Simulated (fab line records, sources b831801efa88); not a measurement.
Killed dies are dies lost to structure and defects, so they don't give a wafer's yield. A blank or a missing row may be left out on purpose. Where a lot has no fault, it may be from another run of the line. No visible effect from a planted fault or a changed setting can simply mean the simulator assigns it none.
Which tool was responsible? | flow gf180mcu | Sampling: 6 lots, 18 wafers, 2 of 602 route steps

== WHAT EACH GAUGE READ, for each wafer ==
GF_VT_IMPLANT_OVL_MEAS_18.
lot  | measured     | on         | VT_IMPLANT_01_OVL (nm)
L784 | day 6 09:28  | overlay-01 | 2.0 1.9 1.6
L791 | day 8 13:22  | overlay-02 | 1.7 1.1 0.1
L795 | day 9 08:30  | overlay-02 | -0.6 -0.2 -0.3
L798 | day 10 05:01 | overlay-01 | 1.5 1.5 2.5
L800 | day 11 02:49 | overlay-01 | 3.9 0.8 2.4
L804 | day 11 20:40 | overlay-01 | -0.6 -1.2 -0.3

== WHICH TOOL RAN EACH LOT (tool, then ch and the chambers of the sampled wafers, then the start) ==
lot  | GF_STI_ETCH_13
L784 | rie diel-04 ch 0,1, day 2 05:44
L791 | rie diel-02 ch 2,3, day 3 20:52
L795 | rie diel-04 ch 1,2,3, day 4 14:50
L798 | rie diel-04 ch 0,1,3, day 5 05:29
L800 | rie diel-04 ch 2,3, day 5 17:32
L804 | rie diel-03 ch 1,3, day 6 14:02
- GF_STI_ETCH_13: etches the open film in CHF3/O2, stops on Si, target depth 282.31 nm, time 112.9 s.

== THE ANSWER, worked out from the rows above alone ==
Rule: what is usual is taken from the lots themselves. Put in order of their means at a reading, lots are off if they are a third of the lots or fewer, leave a main group of 4 or more, and stand apart from it by a gap of 3 or more times the standard deviation of the main group's means; of several such gaps the widest counts. If all means in a main group match to the digits the tables above print for the reading, that group is not used. Also off: a lot with no number at a reading for which 4 or more lots have one. Where the step has rows for the other lots, those lots are counted as sound.
Across all readings shown, no lot is off: no conclusion can be drawn from this.

== WHAT THE SIMULATOR PUT IN ==
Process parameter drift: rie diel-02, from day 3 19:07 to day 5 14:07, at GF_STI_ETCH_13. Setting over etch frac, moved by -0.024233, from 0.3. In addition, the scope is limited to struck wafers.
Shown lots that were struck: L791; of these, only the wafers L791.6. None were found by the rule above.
